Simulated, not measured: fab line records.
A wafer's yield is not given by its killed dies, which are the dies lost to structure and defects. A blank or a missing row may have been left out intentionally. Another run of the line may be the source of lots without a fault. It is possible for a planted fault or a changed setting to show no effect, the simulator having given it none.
Which of the tools did it?    flow sfq line    7 lots with 21 wafers sampled at 2 steps, on a route of 325 steps

WHAT THE GAUGES SHOWED, per wafer
SFQ_M0_RS_MEAS_904: uses a four-point probe to measure.
lot   measured      on             M0_NB_RS (ohm/sq)
L344  day 7 10:16   film metro-02  0.863 0.878 0.870
L346  day 8 07:14   film metro-02  0.893 0.868 0.897
L350  day 9 06:17   film metro-02  0.908 0.902 0.912
L352  day 9 14:28   film metro-01  0.892 0.875 0.899
L356  day 10 12:05  film metro-03  0.769 0.774 0.760
L358  day 11 05:55  film metro-01  0.775 0.779 0.772
L365  day 14 14:57  film metro-03  0.885 0.876 0.876

WHICH TOOL RAN EACH LOT (tool, then ch and the chambers of the sampled wafers, then the start)
lot   SFQ_TRILAYER_M0_DEP_SPUTTER_019
L344  pvd sputter-05, day 7 10:09
L346  pvd sputter-05, day 8 07:08
L350  pvd sputter-04, day 9 06:11
L352  pvd sputter-06, day 9 14:23
L356  pvd sputter-04, day 10 11:59
L358  pvd sputter-04, day 11 05:49
L365  pvd sputter-05, day 14 14:50
- SFQ_TRILAYER_M0_DEP_SPUTTER_019: material Nb, target thk 200 nm, time 133.3 s.

THE ANSWER, worked out from the rows above alone
Rule: the usual values come from the lots themselves. Put in order of their means at a reading, lots are off if they are a third of the lots or fewer, leave a main group of 4 or more, and stand apart from it by a gap of 3 or more times the standard deviation of the main group's means; of several such gaps the widest counts. If all means in a main group match to the digits the tables above print for the reading, that group is not used. A lot without any number at a reading at which 4 lots or more have one is off too. The other lots that the step has rows for count as sound.
Off: L356, L358, at SFQ_M0_RS_MEAS_904 (M0_NB_RS). Main group: mean 0.886 ohm/sq, sd 0.012.
A tool fits if, at a process step before that reading, it ran every lot that is off, and no sound lot after the first of them. The gauges at SFQ_M0_RS_MEAS_904 are tried like those tools. One fits: pvd sputter-04 at SFQ_TRILAYER_M0_DEP_SPUTTER_019. Its last sound lot is L350 (day 9 06:11), its first lot that is off L356 (day 10 11:59): a fault that began between those two fits.

WHAT HAD BEEN PUT IN BY THE SIMULATOR
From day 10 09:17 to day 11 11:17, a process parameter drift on pvd sputter-04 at SFQ_TRILAYER_M0_DEP_SPUTTER_019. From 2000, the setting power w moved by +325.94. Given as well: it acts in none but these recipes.
Lots struck among those shown: L356, L358. The rule given above showed the same thing.
